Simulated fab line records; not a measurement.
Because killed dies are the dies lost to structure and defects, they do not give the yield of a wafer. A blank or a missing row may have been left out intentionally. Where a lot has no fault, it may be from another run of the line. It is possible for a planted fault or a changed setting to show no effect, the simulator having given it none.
Matching of chambers | flow sfqLine | SFQ_TRILAYER_I1_CMP_CMP_046 on cmp-02 has 4 sister chambers
The step polishes SiO2. 14 wafers are shown with their chamber, then 7 later ones without.

## WAFERS WITH THEIR CHAMBER
wafer  | chamber | motorCurrentA (A) | timeToEndpointS (s)
L508.1 | 1       | 10.3              | 214
L508.4 | 0       | 9.1               | 221
L508.5 | 1       | 10.0              | 218
L517.3 | 1       | 10.4              | 210
L517.4 | 0       | 9.1               | 217
L517.6 | 0       | 8.9               | 214
L518.1 | 2       | 10.7              | 212
L518.5 | 2       | 10.6              | 215
L518.6 | 3       | 8.2               | 206
L524.2 | 3       | 9.2               | 209
L524.5 | 2       | 10.4              | 215
L524.6 | 3       | 8.6               | 219
L525.1 | 0       | 9.5               | 222
L525.2 | 2       | 10.5              | 215

SIGNATURES (means of the wafers above)
reading         | chamber 0 | chamber 1 | chamber 2 | chamber 3 | scatter within a chamber
motorCurrentA   | 9.150     | 10.233    | 10.550    | 8.667     | 0.289
timeToEndpointS | 218.50    | 214.00    | 214.25    | 211.33    | 4.15
Rule: distance of a wafer from a chamber = root of the sum over the readings of ((wafer's reading minus chamber's mean) / reading's scatter) squared. If the next closest chamber is less than 2 further off than the closest, the wafer can't be placed; otherwise it belongs to the closest. The scatter: the root of (the sum of the squares of (reading less its chamber's mean) over the shown wafers, divided by (wafers less chambers)).

## WAFERS MISSING THEIR CHAMBER
wafer  | motorCurrentA (A) | timeToEndpointS (s)
L525.4 | 8.5               | 225
L526.3 | 10.0              | 227
L526.2 | 9.7               | 220
L526.6 | 10.7              | 226
L529.2 | 9.6               | 220
L529.3 | 8.9               | 208
L529.6 | 8.9               | 224

## THE CHAMBER EACH PASSED THROUGH
wafer  | from the rows above          | in truth
L525.4 | can't be placed: 0 or 3      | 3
L526.3 | can't be placed: 1 or 0 or 2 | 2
L526.2 | can't be placed: 0 or 1 or 2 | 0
L526.6 | can't be placed: 2 or 1      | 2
L529.2 | can't be placed: 0 or 1 or 2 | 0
L529.3 | can't be placed: 3 or 0      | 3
L529.6 | can't be placed: 0 or 3      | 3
0 of 7 placed correctly. Unplaceable from these rows: 7, with the true chamber sitting among the candidates in 7. 0 placed wrongly.
